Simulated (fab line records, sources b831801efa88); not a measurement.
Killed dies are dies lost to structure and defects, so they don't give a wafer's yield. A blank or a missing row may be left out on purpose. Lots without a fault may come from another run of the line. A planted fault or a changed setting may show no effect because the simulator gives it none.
fab line records | flow sky130
record lots=5 wafers=15 last_day=49
route steps=708 shown LOCAL_INTERCONNECT@404 CONTACT@406 METAL1@434
lots that met no fault: from a run of the same line without faults
start_h: hours from the record's first day to the start of the lot's first wafer shown | wait_h: hours since the lot's step before | " the same as in the row above | L1.1+2: a row that stands for several wafers | - no value, or no start given | * or withheld: withheld | < > ~ a bound
route shown NAME@n: a module of which the file shows steps, and the number in the route of the first | usual: mean/standard deviation of fault-free wafers | same: alike in all rows | chamber/n: place in a boat | sites: the reading at each site | _std_site: their standard deviation | _edge_site: outer sites' mean less inner sites' | radius_mm: how far each site lies from the wafer's centre | mask NAME#n: copy n | behind: the tool/chamber that last shaped the wafer | hold: why the lot was held/for how many hours/how that ended | device: the transistor (n, p or np) that didn't switch | end of line: the same wafers' tests at the end of the route | a step without rows: its recipe alone | killed: dies lost to structure and defects at the first sort, not the wafer's yield | map: a wafer's dies, x killed, . not, _ none there
set.NAME: the setting as run; set.NAME@STEP: as run at that earlier step | model.NAME: the simulator's own value behind a step, which no gauge read
lots at some steps of the route; a table a step, a row a wafer
services: from which hour (start_h, from the record's first day; less than 0 if before it) a tool's chamber was out of use, for how many hours, and why
## steps
# step SKY_LOCAL_INTERCONNECT_CLEAN_17
# recipe chemistry=IPA time_s=180 temp_c=25
# columns lot.wafer tool chamber start_h wait_h
L082.2+4+5 wet_bench-03 0 783.17 0.0
L087.1+4+6 wet_bench-02 0 806.83 0.0
L088.3+5+6 wet_bench-02 0 816.73 0.0
L092.2+3+4 wet_bench-03 0 837.50 0.0
L094.2+5+6 wet_bench-03 3 858.48 0.0
# step SKY_LOCAL_INTERCONNECT_CLEAN_18
# recipe chemistry=O3/DIW dry=n2_spin
# columns lot.wafer tool chamber start_h wait_h
L082.2+4+5 wet_bench-02 3 783.28 0.0
L087.1+4+6 wet_bench-04 1 806.89 0.0
L088.3+5+6 wet_bench-04 3 816.78 0.0
L092.2+3+4 wet_bench-04 2 837.57 0.0
L094.2+5+6 wet_bench-04 3 858.54 0.0
# step SKY_CONTACT_CVD_00
# recipe material=Si3N4 target_thk_nm=75 temp_c=400 time_s=withheld rf_w=450
# usual heater_power_w=714/95
# columns lot.wafer tool chamber start_h wait_h heater_power_w
L082.2 pecvd-03 2 783.37 0.0 716
L082.4 " 1 " " 861
L082.5 " 2 " " 721
L087.1 pecvd-03 0 806.98 0.0 624
L087.4 " 1 " " 836
L087.6 " 2 " " 747
L088.3 pecvd-03 2 816.88 0.0 730
L088.5 " 0 " " 657
L088.6 " 1 " " 829
L092.2 pecvd-03 1 837.66 0.0 724
L092.3 " 2 " " 723
L092.4 " 1 " " 728
L094.2 pecvd-01 0 858.63 0.0 804
L094.5 " 1 " " 878
L094.6 " 2 " " 725
# step SKY_CONTACT_THK_MEAS_01
# recipe reads=Si3N4_of_CONTACT_CVD_00
# usual CONTACT_CVD_00_THK=74.9/0.96
# columns lot.wafer tool chamber start_h wait_h CONTACT_CVD_00_THK[nm]
L082.2 film_metro-03 - 783.42 - 73.8
L082.4 " - " " 75.9
L082.5 " - " " 74.9
L087.1 film_metro-01 - 807.02 - 72.9
L087.4 " - " " 75.8
L087.6 " - " " 74.9
L088.3 film_metro-03 - 816.93 - 74.5
L088.5 " - " " 74.2
L088.6 " - " " 74.8
L092.2 film_metro-01 - 837.70 - 74.3
L092.3 " - " " 74.6
L092.4 " - " " 75.2
L094.2 film_metro-01 - 858.68 - 73.4
L094.5 " - " " 76.6
L094.6 " - " " 75.9
# step SKY_CONTACT_HDPCVD_02
# recipe material=SiO2 target_thk_nm=565 sigma_open_frac=0.3 time_s=94.2 temp_c=600 sih4_flow_sccm=60 pressure_mtorr=6
# columns lot.wafer tool chamber start_h wait_h
L082.2+4+5 hdpcvd-02 0,0,2 783.47 0.0
L087.1+4+6 hdpcvd-02 0,1,2 807.08 0.1
L088.3+5+6 hdpcvd-02 1,0,2 816.97 0.0
L092.2+3+4 hdpcvd-02 0,1,1 837.75 0.0
L094.2+5+6 hdpcvd-01 0,1,2 858.73 0.0
# step SKY_CONTACT_THK_MEAS_03
# recipe reads=SiO2_of_CONTACT_HDPCVD_02
# usual CONTACT_HDPCVD_THK=564/7.1
# columns lot.wafer tool chamber start_h wait_h CONTACT_HDPCVD_THK[nm]
L082.2 film_metro-01 - 783.55 0.0 571
L082.4 " - " " 569
L082.5 " - " " 575
L087.1 film_metro-03 - 807.14 0.0 571
L087.4 " - " " 551
L087.6 " - " " 576
L088.3 film_metro-04 - 817.06 0.1 546
L088.5 " - " " 566
L088.6 " - " " 561
L092.2 film_metro-03 - 837.83 0.0 563
L092.3 " - " " 559
L092.4 " - " " 555
L094.2 film_metro-04 - 858.80 0.0 563
L094.5 " - " " 575
L094.6 " - " " 566
# step SKY_CONTACT_CMP_04
# recipe material=SiO2 down_force_psi=4 platen_rpm=60 pad_velocity_m_s=0.94248
# usual motor_current_A=12.7/1.3 slurry_flow_ml_min=150.0/0.45 time_to_endpoint_s=82/5.1
# columns lot.wafer tool chamber start_h wait_h motor_current_A slurry_flow_ml_min time_to_endpoint_s
L082.4 cmp-02 1 783.65 0.1 12.2 150.1 75
L082.2 " 3 " " 12.4 150.0 78
L082.5 " 1 " " 12.2 150.0 80
L087.1 cmp-01 3 807.20 0.1 14.4 150.3 85
L087.4 " 0 " " 10.0 149.9 84
L087.6 " 0 " " 10.2 150.0 91
L088.3 cmp-01 3 817.10 0.0 14.8 149.9 74
L088.5 " 3 " " 14.2 150.0 82
L088.6 " 0 " " 10.4 150.5 83
L092.3 cmp-02 2 837.88 0.0 11.4 150.3 81
L092.4 " 3 " " 13.5 150.2 77
L092.2 " 0 " " 13.4 150.5 78
L094.2 cmp-02 3 858.90 0.1 13.1 149.4 79
L094.6 " 2 " " 11.4 149.9 86
L094.5 " 3 " " 13.1 149.4 82
# step SKY_CONTACT_BOW_MEAS_05
# recipe mode=bow
# usual CONTACT_BOW=83/6.6
# columns lot.wafer tool chamber start_h wait_h CONTACT_BOW[um]
L082.2 film_metro-03 - 783.92 0.1 81
L082.4 " - " " 77
L082.5 " - " " 87
L087.1 film_metro-01 - 807.50 0.2 85
L087.4 " - " " 75
L087.6 " - " " 76
L088.3 film_metro-01 - 817.44 0.3 77
L088.5 " - " " 82
L088.6 " - " " 77
L092.2 film_metro-04 - 838.20 0.2 86
L092.3 " - " " 69
L092.4 " - " " 84
L094.2 film_metro-03 - 859.17 0.2 75
L094.5 " - " " 89
L094.6 " - " " 80
# step SKY_CONTACT_DEHYDRATE_06
# recipe temp_c=200 time_s=60
# columns lot.wafer tool chamber start_h wait_h
L082.2+4+5 litho_track-04 0 796.85 12.9
L087.1+4+6 litho_track-01 0 820.65 13.1
L088.3+5+6 litho_track-01 0 830.30 12.8
L092.2+3+4 litho_track-02 0 852.29 14.1
L094.2+5+6 litho_track-02 0 871.44 12.2
# step SKY_CONTACT_HMDS_07
# recipe prime_time_s=60 prime_temp_c=120
# columns lot.wafer tool chamber start_h wait_h
L082.2+4+5 litho_track-04 0 797.00 0.1
L087.1+4+6 litho_track-01 0 820.80 0.1
L088.3+5+6 litho_track-01 0 830.45 0.1
L092.2+3+4 litho_track-02 0 852.44 0.1
L094.2+5+6 litho_track-02 0 871.59 0.1
# step SKY_CONTACT_COAT_08
# recipe resist=BARC temp_c=withheld time_s=withheld spin_rpm=3000 resist_thk_nm=60
# columns lot.wafer tool chamber start_h wait_h
L082.2+4+5 litho_track-04 0 797.15 0.1
L087.1+4+6 litho_track-01 0 820.95 0.1
L088.3+5+6 litho_track-01 0 830.60 0.1
L092.2+3+4 litho_track-02 0 852.59 0.1
L094.2+5+6 litho_track-02 0 871.74 0.1
# step SKY_CONTACT_COAT_09
# recipe resist=KrF-thick spin_rpm=3000 resist_thk_nm=450
# columns lot.wafer tool chamber start_h wait_h
L082.2+4+5 litho_track-04 0 - -
L087.1+4+6 litho_track-01 0 - -
L088.3+5+6 litho_track-01 0 - -
L092.2+3+4 litho_track-02 0 - -
L094.2+5+6 litho_track-02 0 - -
# step SKY_CONTACT_SOFTBAKE_10
# recipe temp_c=100 time_s=90 resist=KrF-thick
# columns lot.wafer tool chamber start_h wait_h
L082.2+4+5 litho_track-04 0 - -
L087.1+4+6 litho_track-01 0 - -
L088.3+5+6 litho_track-01 0 - -
L092.2+3+4 litho_track-02 0 - -
L094.2+5+6 litho_track-02 0 - -
# step SKY_CONTACT_EXPOSE_11
# recipe mask_id=CTM1 na=0.8 source_shape=annular sigma_inner=0.55 sigma_outer=0.85 target_cd_nm=170 dose_mj=38
# same na=0.8 sigma_outer=0.85
# columns lot.wafer tool chamber start_h wait_h mask
L082.2+4+5 krf_scanner-02 0 - - CTM1#0
L087.1+4+6 krf_scanner-02 0 - - CTM1#0
L088.3+5+6 krf_scanner-02 0 - - CTM1#0
L092.2+3+4 krf_scanner-02 0 - - CTM1#0
L094.2+5+6 krf_scanner-02 0 - - CTM1#0
# step SKY_CONTACT_PEB_12
# recipe peb_temp_c=withheld peb_time_s=withheld resist=KrF-thick
# columns lot.wafer tool chamber start_h wait_h
L082.2+4+5 litho_track-02 0 - -
L087.1+4+6 litho_track-02 0 - -
L088.3+5+6 litho_track-01 0 - -
L092.2+3+4 litho_track-02 0 - -
L094.2+5+6 litho_track-01 0 - -
# step SKY_CONTACT_DEVELOP_13
# recipe develop_time_s=60 resist=KrF-thick dev_temp_c=21
# columns lot.wafer tool chamber start_h wait_h
L082.2+4+5 litho_track-02 0 - -
L087.1+4+6 litho_track-02 0 - -
L088.3+5+6 litho_track-01 0 - -
L092.2+3+4 litho_track-02 0 - -
L094.2+5+6 litho_track-01 0 - -
# step SKY_CONTACT_CD_MEAS_14
# recipe target_cd_nm=170
# usual cd_nm=170.2/1.5
# columns lot.wafer tool chamber start_h wait_h cd_nm
L082.2 cd_sem-02 - 810.55 - 171.7
L082.4 " - " " 172.3
L082.5 " - " " 171.9
L087.1 cd_sem-02 - 834.07 - 168.5
L087.4 " - " " 168.2
L087.6 " - " " 167.3
L088.3 cd_sem-02 - 845.14 - 171.4
L088.5 " - " " 169.9
L088.6 " - " " 172.0
L092.2 cd_sem-02 - 866.09 - 166.5
L092.3 " - " " 168.5
L092.4 " - " " 167.7
L094.2 cd_sem-01 - 885.07 - 169.2
L094.5 " - " " 170.4
L094.6 " - " " 170.5
# step SKY_CONTACT_OVL_MEAS_15
# usual CONTACT_OVL=4/7.7
# columns lot.wafer tool chamber start_h wait_h CONTACT_OVL[nm]
L082.2 overlay-01 - 810.66 0.1 5
L082.4 " - " " 2
L082.5 " - " " 7
L087.1 overlay-01 - 834.19 0.1 1
L087.4 " - " " 5
L087.6 " - " " 7
L088.3 overlay-02 - 845.24 0.1 -6
L088.5 " - " " 9
L088.6 " - " " -6
L092.2 overlay-01 - 866.19 0.1 10
L092.3 " - " " 6
L092.4 " - " " 14
L094.2 overlay-01 - 885.18 0.1 6
L094.5 " - " " 7
L094.6 " - " " 4
# step SKY_CONTACT_ETCH_16
# recipe chemistry=N2/H2 target=BARC ion_energy_ev=200 source_w=500 bias_w=100 pressure_mtorr=30 n2_flow_sccm=100 h2_flow_sccm=200 stop_on=SiO2 time_s=45.9 target_depth_a=600
# usual drypump_motor_current_A=6.0/0.41 oes_product_au=0.854/0.0044 throttle_valve_pct=13.226/0.0083
# columns lot.wafer tool chamber start_h wait_h drypump_motor_current_A oes_product_au rf_hours_counter_h throttle_valve_pct
L082.2 rie_diel-02 0 810.69 0.0 6.8 0.853 4 13.229
L082.4 " 1 " " 6.4 0.860 - 13.225
L082.5 " 2 " " 5.9 0.858 - 13.224
L087.1 rie_diel-01 0 834.22 0.0 5.5 0.850 1 13.229
L087.4 " 0 " " 5.5 0.854 - 13.230
L087.6 " 1 " " 5.7 0.855 - 13.223
L088.3 rie_diel-04 0 845.26 0.0 6.4 0.850 19 13.233
L088.5 " 0 " " 6.4 0.853 - 13.223
L088.6 " 3 " " 6.2 0.860 - 13.216
L092.2 rie_diel-02 1 866.22 0.0 6.3 0.859 11 13.234
L092.3 " 2 " " 5.8 0.859 3 13.221
L092.4 " 3 " " 6.0 0.868 2 13.227
L094.2 rie_diel-02 3 885.21 0.0 6.0 0.851 2 13.242
L094.5 " 2 " " 5.8 0.855 - 13.212
L094.6 " 3 " " 6.0 0.852 - 13.222
# step SKY_CONTACT_ETCH_17
# recipe target=SiO2 chemistry=C4F8/O2/Ar stop_on=Si3N4 mask_material=KrF-thick source_w=1500 bias_w=1200 pressure_mtorr=40 c4f8_flow_sccm=withheld O2_flow_sccm=6 Ar_flow_sccm=300 time_s=withheld target_depth_a=3400
# usual oes_product_au=0.891/0.005
# columns lot.wafer tool chamber start_h wait_h oes_product_au
L082.2 rie_diel-02 0 810.73 0.0 0.893
L082.4 " 1 " " 0.890
L082.5 " 2 " " 0.897
L087.1 rie_diel-01 0 834.26 0.0 0.889
L087.4 " 0 " " 0.896
L087.6 " 1 " " 0.894
L088.3 rie_diel-04 0 845.30 0.0 0.894
L088.5 " 0 " " 0.887
L088.6 " 3 " " 0.891
L092.2 rie_diel-02 1 866.26 0.0 0.896
L092.3 " 2 " " 0.896
L092.4 " 3 " " 0.902
L094.2 rie_diel-02 3 885.25 0.0 0.895
L094.5 " 2 " " 0.888
L094.6 " 3 " " 0.903
# step SKY_CONTACT_ETCH_18
# recipe target=Si3N4 chemistry=CHF3/O2 stop_on=TiN source_w=600 bias_w=200 pressure_mtorr=40 chf3_flow_sccm=50 O2_flow_sccm=5 time_s=39 target_depth_a=750
# usual drypump_motor_current_A=5.9/0.41 oes_product_au=0.854/0.0073 throttle_valve_pct=8.792/0.0095
# columns lot.wafer tool chamber start_h wait_h drypump_motor_current_A oes_product_au rf_hours_counter_h throttle_valve_pct
L082.2 rie_diel-02 0 - - 6.8 0.844 4 8.803
L082.4 " 1 " " 6.3 0.864 - 8.789
L082.5 " 2 " " 5.8 0.861 - 8.785
L087.1 rie_diel-01 0 - - 5.5 0.841 1 8.795
L087.4 " 0 " " 5.6 0.858 - 8.786
L087.6 " 1 " " 5.7 0.852 - 8.796
L088.3 rie_diel-04 0 - - 6.4 0.860 20 8.794
L088.5 " 0 " " 6.4 0.853 - 8.795
L088.6 " 3 " " 6.2 0.861 - 8.784
L092.2 rie_diel-02 1 - - 6.3 0.850 11 8.793
L092.3 " 2 " " 5.8 0.854 3 8.790
L092.4 " 3 " " 6.0 0.854 2 8.790
L094.2 rie_diel-02 3 - - 6.0 0.853 2 8.795
L094.5 " 2 " " 5.8 0.868 - 8.797
L094.6 " 3 " " 6.0 0.852 - 8.797
# step SKY_CONTACT_STRIP_19
# recipe chemistry=O2/N2 power_w=1400 pressure_mtorr=1500 platen_temp_c=withheld o2_flow_sccm=3000 n2_flow_sccm=300 overash_fraction=0.5
# usual drypump_motor_current_A=6.0/0.62 oes_product_au=0.381/0.0047 strip_time_to_endpoint_s=3.61/0.038
# columns lot.wafer tool chamber start_h wait_h drypump_motor_current_A oes_product_au rf_hours_counter_h strip_time_to_endpoint_s
L082.2 plasma_asher-02 1 810.82 - 6.7 0.376 6 3.60
L082.4 " 0 " " 5.5 0.385 - 3.66
L082.5 " 0 " " 5.5 0.383 - 3.65
L087.1 plasma_asher-02 1 834.35 - 6.7 0.380 8 3.60
L087.4 " 0 " " 5.5 0.379 - 3.63
L087.6 " 0 " " 5.5 0.382 - 3.63
L088.3 plasma_asher-02 1 845.43 - 6.7 0.373 - 3.58
L088.5 " 0 " " 5.5 0.379 - 3.59
L088.6 " 1 " " 6.7 0.383 - 3.62
L092.2 plasma_asher-02 0 866.35 - 5.5 0.384 12 3.64
L092.3 " 1 " " 6.7 0.378 - 3.64
L092.4 " 0 " " 5.5 0.386 - 3.62
L094.2 plasma_asher-02 0 885.34 - 5.5 0.384 14 3.59
L094.5 " 1 " " 6.7 0.385 - 3.62
L094.6 " 0 " " 5.5 0.384 - 3.60
# step SKY_CONTACT_STRIP_20
# recipe chemistry=post_etch_residue_remover time_s=1200 temp_c=72.5
# columns lot.wafer tool chamber start_h wait_h
L082.2+4+5 wet_bench-04 0 810.92 0.1
L087.1+4+6 wet_bench-01 1 834.45 0.1
L088.3+5+6 wet_bench-01 1 845.49 0.0
L092.2+3+4 wet_bench-01 0 866.45 0.1
L094.2+5+6 wet_bench-04 2 885.44 0.1
# step SKY_CONTACT_CLEAN_21
# recipe chemistry=IPA time_s=180 temp_c=25
# columns lot.wafer tool chamber start_h wait_h
L082.2+4+5 wet_bench-02 2 811.30 0.0
L087.1+4+6 wet_bench-04 2 834.83 0.0
L088.3+5+6 wet_bench-04 0 845.90 0.0
L092.2+3+4 wet_bench-02 2 866.80 0.0
L094.2+5+6 wet_bench-04 0 885.78 0.0
# step SKY_CONTACT_CLEAN_22
# recipe chemistry=O3/DIW dry=n2_spin
# columns lot.wafer tool chamber start_h wait_h
L082.2+4+5 wet_bench-01 1 811.35 0.0
L087.1+4+6 wet_bench-01 2 834.89 0.0
L088.3+5+6 wet_bench-02 2 845.96 0.0
L092.2+3+4 wet_bench-01 1 866.86 0.0
L094.2+5+6 wet_bench-04 0 885.84 0.0
# step SKY_CONTACT_SPUTTER_23
# recipe material=TiN target_thk_nm=20 chamber_pressure_pa=5 power_w=4000 time_s=80
# usual throttle_valve_pct=30.0/1
# columns lot.wafer tool chamber start_h wait_h throttle_valve_pct
L082.2 pvd_sputter-01 - 811.45 0.0 30.3
L082.4 " - " " 32.3
L082.5 " - " " 29.4
L087.1 pvd_sputter-04 - 834.99 0.0 28.4
L087.4 " - " " 29.0
L087.6 " - " " 28.2
L088.3 pvd_sputter-01 - 846.06 0.0 30.8
L088.5 " - " " 30.6
L088.6 " - " " 28.8
L092.2 pvd_sputter-01 - 866.95 0.0 30.3
L092.3 " - " " 29.3
L092.4 " - " " 31.7
L094.2 pvd_sputter-01 - 885.93 0.0 30.4
L094.5 " - " " 28.5
L094.6 " - " " 30.4
# step SKY_CONTACT_CVD_24
# recipe material=W target_thk_nm=340 time_s=102.12 temp_c=400 pressure_torr=40
# usual heater_power_w=857/150
# columns lot.wafer tool chamber start_h wait_h heater_power_w
L082.2 cvd_w-01 0 811.51 0.0 900
L082.4 " 0 " " 917
L082.5 " 1 " " 677
L087.1 cvd_w-02 0 835.05 0.0 1042
L087.4 " 1 " " 744
L087.6 " 1 " " 768
L088.3 cvd_w-02 0 846.16 0.1 1037
L088.5 " 1 " " 764
L088.6 " 0 " " 1047
L092.2 cvd_w-02 1 867.01 0.0 765
L092.3 " 1 " " 757
L092.4 " 0 " " 1055
L094.2 cvd_w-02 0 886.00 0.0 1031
L094.5 " 1 " " 768
L094.6 " 0 " " 1050
# step SKY_CONTACT_RS_MEAS_25
# recipe thk_meas_gauge=four-point-probe reads=W_of_CONTACT_CVD_24+TiN_of_CONTACT_SPUTTER_23
# usual CONTACT_W_RS=0.339/0.0064
# columns lot.wafer tool chamber start_h wait_h CONTACT_W_RS[ohm/sq]
L082.2 film_metro-01 - 811.64 0.1 0.336
L082.4 " - " " 0.342
L082.5 " - " " 0.327
L087.1 film_metro-01 - 835.16 0.1 0.339
L087.4 " - " " 0.344
L087.6 " - " " 0.346
L088.3 film_metro-01 - 846.27 0.1 0.338
L088.5 " - " " 0.341
L088.6 " - " " 0.336
L092.2 film_metro-03 - 867.14 0.1 0.345
L092.3 " - " " 0.346
L092.4 " - " " 0.339
L094.2 film_metro-01 - 886.13 0.1 0.341
L094.5 " - " " 0.348
L094.6 " - " " 0.340
# step SKY_CONTACT_THK_MEAS_26
# recipe thk_meas_gauge=xrf reads=W_of_CONTACT_CVD_24
# usual CONTACT_W_THK=341/7.2
# columns lot.wafer tool chamber start_h wait_h CONTACT_W_THK[nm]
L082.2 film_metro-01 - 811.75 0.1 343
L082.4 " - " " 338
L082.5 " - " " 353
L087.1 film_metro-01 - 835.28 0.1 339
L087.4 " - " " 333
L087.6 " - " " 333
L088.3 film_metro-01 - 846.37 0.1 341
L088.5 " - " " 335
L088.6 " - " " 344
L092.2 film_metro-03 - 867.25 0.1 333
L092.3 " - " " 333
L092.4 " - " " 341
L094.2 film_metro-01 - 886.24 0.1 340
L094.5 " - " " 330
L094.6 " - " " 338
# step SKY_CONTACT_CMP_27
# recipe stop_on=SiO2 t_overpolish_s=15 down_force_psi=3.5 platen_rpm=60 target_thk_nm=0 pad_velocity_m_s=0.94248
# usual motor_current_A=11.6/1.1 overpolish_run_s=15.000/0.008 slurry_flow_ml_min=150.0/0.42 time_to_endpoint_s=83/4.8
# columns lot.wafer tool chamber start_h wait_h motor_current_A overpolish_run_s slurry_flow_ml_min time_to_endpoint_s
L082.4 cmp-02 3 811.90 0.1 11.5 15.003 150.6 80
L082.2 " 0 " " 13.0 14.989 150.5 80
L082.5 " 1 " " 11.3 14.996 148.9 82
L087.1 cmp-01 1 835.39 0.1 11.1 15.016 149.8 75
L087.4 " 2 " " 11.9 14.997 150.1 91
L087.6 " 0 " " 9.2 14.991 149.8 82
L088.3 cmp-02 3 846.46 0.1 11.4 15.001 149.9 84
L088.5 " 2 " " 9.8 15.011 149.1 86
L088.6 " 3 " " 11.6 15.008 149.4 87
L092.2 cmp-02 2 867.30 0.0 10.3 14.997 149.8 82
L092.3 " 3 " " 11.8 14.992 149.7 80
L092.4 " 0 " " 12.1 14.996 150.3 82
L094.2 cmp-02 2 886.34 0.1 10.4 15.001 149.6 85
L094.6 " 1 " " 11.2 15.001 149.9 76
L094.5 " 2 " " 9.8 15.008 149.5 84
# step SKY_METAL1_SPUTTER_00
# recipe material=Ti target_thk_nm=15 power_w=3000 time_s=10 chamber_pressure_pa=0.4
# usual throttle_valve_pct=30.2/0.9
# columns lot.wafer tool chamber start_h wait_h throttle_valve_pct
L082.2 pvd_sputter-03 - 812.10 0.1 29.1
L082.4 " - " " 29.8
L082.5 " - " " 29.5
L087.1 pvd_sputter-01 - 835.64 0.2 31.7
L087.4 " - " " 29.2
L087.6 " - " " 30.1
L088.3 pvd_sputter-02 - 846.71 0.2 31.0
L088.5 " - " " 31.2
L088.6 " - " " 31.0
L092.2 pvd_sputter-03 - 867.60 0.2 30.7
L092.3 " - " " 30.7
L092.4 " - " " 29.7
L094.2 pvd_sputter-01 - 886.59 0.2 28.4
L094.5 " - " " 28.8
L094.6 " - " " 29.4
# step SKY_METAL1_SPUTTER_01
# recipe material=TiN target_thk_nm=20 power_w=6500 time_s=16.7 chamber_pressure_pa=0.4
# usual throttle_valve_pct=30.2/0.88
# columns lot.wafer tool chamber start_h wait_h throttle_valve_pct
L082.2 pvd_sputter-03 - 812.13 0.0 29.3
L082.4 " - " " 29.9
L082.5 " - " " 29.4
L087.1 pvd_sputter-01 - 835.66 0.0 31.7
L087.4 " - " " 29.8
L087.6 " - " " 30.3
L088.3 pvd_sputter-02 - 846.73 0.0 31.2
L088.5 " - " " 31.4
L088.6 " - " " 31.2
L092.2 pvd_sputter-03 - 867.63 0.0 30.6
L092.3 " - " " 30.7
L092.4 " - " " 29.6
L094.2 pvd_sputter-01 - 886.61 0.0 28.6
L094.5 " - " " 28.4
L094.6 " - " " 29.5
# step SKY_METAL1_SPUTTER_02
# recipe material=AlCu target_thk_nm=250 power_w=10600 time_s=13.3 chamber_pressure_pa=0.4
# usual throttle_valve_pct=30.2/0.89
# columns lot.wafer tool chamber start_h wait_h throttle_valve_pct
L082.2 pvd_sputter-03 - 812.15 0.0 29.2
L082.4 " - " " 29.7
L082.5 " - " " 29.1
L087.1 pvd_sputter-01 - 835.68 0.0 31.5
L087.4 " - " " 29.3
L087.6 " - " " 30.4
L088.3 pvd_sputter-02 - 846.76 0.0 31.2
L088.5 " - " " 31.0
L088.6 " - " " 31.3
L092.2 pvd_sputter-03 - 867.65 0.0 30.9
L092.3 " - " " 30.9
L092.4 " - " " 29.6
L094.2 pvd_sputter-01 - 886.63 0.0 28.5
L094.5 " - " " 28.9
L094.6 " - " " 29.6
# step SKY_METAL1_SPUTTER_03
# recipe material=Ti target_thk_nm=5 power_w=3000 time_s=3.3 chamber_pressure_pa=0.4
# usual throttle_valve_pct=30.2/0.9
# columns lot.wafer tool chamber start_h wait_h throttle_valve_pct
L082.2 pvd_sputter-03 - 812.18 0.0 29.3
L082.4 " - " " 29.7
L082.5 " - " " 29.4
L087.1 pvd_sputter-01 - 835.71 0.0 31.6
L087.4 " - " " 29.6
L087.6 " - " " 30.2
L088.3 pvd_sputter-02 - 846.78 0.0 31.2
L088.5 " - " " 31.0
L088.6 " - " " 31.2
L092.2 pvd_sputter-03 - 867.68 0.0 30.7
L092.3 " - " " 31.3
L092.4 " - " " 29.7
L094.2 pvd_sputter-01 - 886.66 0.0 28.7
L094.5 " - " " 28.7
L094.6 " - " " 29.7
# step SKY_METAL1_SPUTTER_04
# recipe material=TiN target_thk_nm=70 power_w=6500 time_s=58.3 chamber_pressure_pa=0.3877
# usual throttle_valve_pct=30.2/0.88
# columns lot.wafer tool chamber start_h wait_h throttle_valve_pct
L082.2 pvd_sputter-03 - 812.20 0.0 29.2
L082.4 " - " " 29.8
L082.5 " - " " 29.2
L087.1 pvd_sputter-01 - 835.73 0.0 31.8
L087.4 " - " " 29.5
L087.6 " - " " 30.3
L088.3 pvd_sputter-02 - 846.80 0.0 30.9
L088.5 " - " " 31.2
L088.6 " - " " 30.8
L092.2 pvd_sputter-03 - 867.69 0.0 30.7
L092.3 " - " " 31.2
L092.4 " - " " 29.6
L094.2 pvd_sputter-01 - 886.68 0.0 28.3
L094.5 " - " " 28.6
L094.6 " - " " 29.7
# step SKY_METAL1_RS_MEAS_05
# recipe thk_meas_gauge=four-point-probe reads=TiN_of_METAL1_SPUTTER_04+Ti_of_METAL1_SPUTTER_03+AlCu_of_METAL1_SPUTTER_02+TiN_of_METAL1_SPUTTER_01+Ti_of_METAL1_SPUTTER_00
# usual METAL1_ALCU_RS=0.1270/0.0019
# columns lot.wafer tool chamber start_h wait_h METAL1_ALCU_RS[ohm/sq]
L082.2 film_metro-03 - 812.26 0.0 0.1254
L082.4 " - " " 0.1277
L082.5 " - " " 0.1255
L087.1 film_metro-02 - 835.78 0.0 0.1248
L087.4 " - " " 0.1237
L087.6 " - " " 0.1245
L088.3 film_metro-03 - 846.89 0.1 0.1298
L088.5 " - " " 0.1302
L088.6 " - " " 0.1277
L092.2 film_metro-03 - 867.76 0.0 0.1245
L092.3 " - " " 0.1251
L092.4 " - " " 0.1280
L094.2 film_metro-03 - 886.75 0.0 0.1275
L094.5 " - " " 0.1262
L094.6 " - " " 0.1260
# step SKY_METAL1_THK_MEAS_06
# recipe thk_meas_gauge=xrf reads=AlCu_of_METAL1_SPUTTER_02
# usual METAL1_ALCU_THK=249/4
# columns lot.wafer tool chamber start_h wait_h METAL1_ALCU_THK[nm]
L082.2 film_metro-03 - 812.37 0.1 252
L082.4 " - " " 248
L082.5 " - " " 252
L087.1 film_metro-02 - 835.90 0.1 253
L087.4 " - " " 255
L087.6 " - " " 253
L088.3 film_metro-03 - 846.99 0.1 244
L088.5 " - " " 243
L088.6 " - " " 249
L092.2 film_metro-03 - 867.87 0.1 254
L092.3 " - " " 255
L092.4 " - " " 249
L094.2 film_metro-03 - 886.86 0.1 251
L094.5 " - " " 253
L094.6 " - " " 252
# step SKY_METAL1_DEHYDRATE_07
# recipe temp_c=200 time_s=60
# columns lot.wafer tool chamber start_h wait_h
L082.2+4+5 litho_track-02 0 825.54 13.2
L087.1+4+6 litho_track-01 0 849.45 13.5
L088.3+5+6 litho_track-02 0 859.87 12.9
L092.2+3+4 litho_track-03 0 879.89 12.0
L094.2+5+6 litho_track-01 0 898.73 11.9
# step SKY_METAL1_HMDS_08
# recipe prime_time_s=60 prime_temp_c=120
# columns lot.wafer tool chamber start_h wait_h
L082.2+4+5 litho_track-02 0 825.69 0.1
L087.1+4+6 litho_track-01 0 849.60 0.1
L088.3+5+6 litho_track-02 0 860.02 0.1
L092.2+3+4 litho_track-03 0 880.04 0.1
L094.2+5+6 litho_track-01 0 898.88 0.1
# step SKY_METAL1_COAT_09
# recipe resist=BARC temp_c=withheld time_s=withheld spin_rpm=3000 resist_thk_nm=60
# columns lot.wafer tool chamber start_h wait_h
L082.2+4+5 litho_track-02 0 825.84 0.1
L087.1+4+6 litho_track-01 0 849.75 0.1
L088.3+5+6 litho_track-02 0 860.17 0.1
L092.2+3+4 litho_track-03 0 880.19 0.1
L094.2+5+6 litho_track-01 0 899.03 0.1
# step SKY_METAL1_COAT_10
# recipe resist=KrF-thick spin_rpm=3000 resist_thk_nm=450
# columns lot.wafer tool chamber start_h wait_h
L082.2+4+5 litho_track-02 0 - -
L087.1+4+6 litho_track-01 0 - -
L088.3+5+6 litho_track-02 0 - -
L092.2+3+4 litho_track-03 0 - -
L094.2+5+6 litho_track-01 0 - -
# step SKY_METAL1_SOFTBAKE_11
# recipe temp_c=100 time_s=90 resist=KrF-thick
# columns lot.wafer tool chamber start_h wait_h
L082.2+4+5 litho_track-02 0 - -
L087.1+4+6 litho_track-01 0 - -
L088.3+5+6 litho_track-02 0 - -
L092.2+3+4 litho_track-03 0 - -
L094.2+5+6 litho_track-01 0 - -
## services
# columns tool chamber start_h hours kind
cmp-01 - 765.03 0.3 repair
rie_diel-04 - 780.78 1.4 repair
pvd_sputter-03 - 785.90 0.6 repair
pvd_sputter-02 - 792.13 35.0 repair
cmp-01 - 795.25 6.1 pm
pecvd-03 - 798.25 0.6 repair
cmp-02 - 801.43 4.5 pm
pvd_sputter-01 - 801.92 4.3 repair
pvd_sputter-03 - 808.86 1.8 repair
plasma_asher-02 - 811.35 2.1 repair
pvd_sputter-02 - 811.43 4.6 repair
wet_bench-03 - 816.73 4.4 pm
cvd_w-02 - 820.79 0.7 repair
pvd_sputter-02 - 823.34 5.6 repair
hdpcvd-02 2 826.78 5.8 repair
plasma_asher-02 - 829.08 2.8 pm
cmp-02 - 849.00 0.5 repair
hdpcvd-02 - 852.82 6.0 pm
pvd_sputter-01 - 853.17 3.4 repair
krf_scanner-02 - 856.96 1.0 pm
krf_scanner-02 - 863.38 0.2 repair
krf_scanner-02 - 885.29 5.2 repair
rie_diel-02 3 891.86 6.7 repair
cmp-02 - 895.95 0.8 repair
## key
fault none
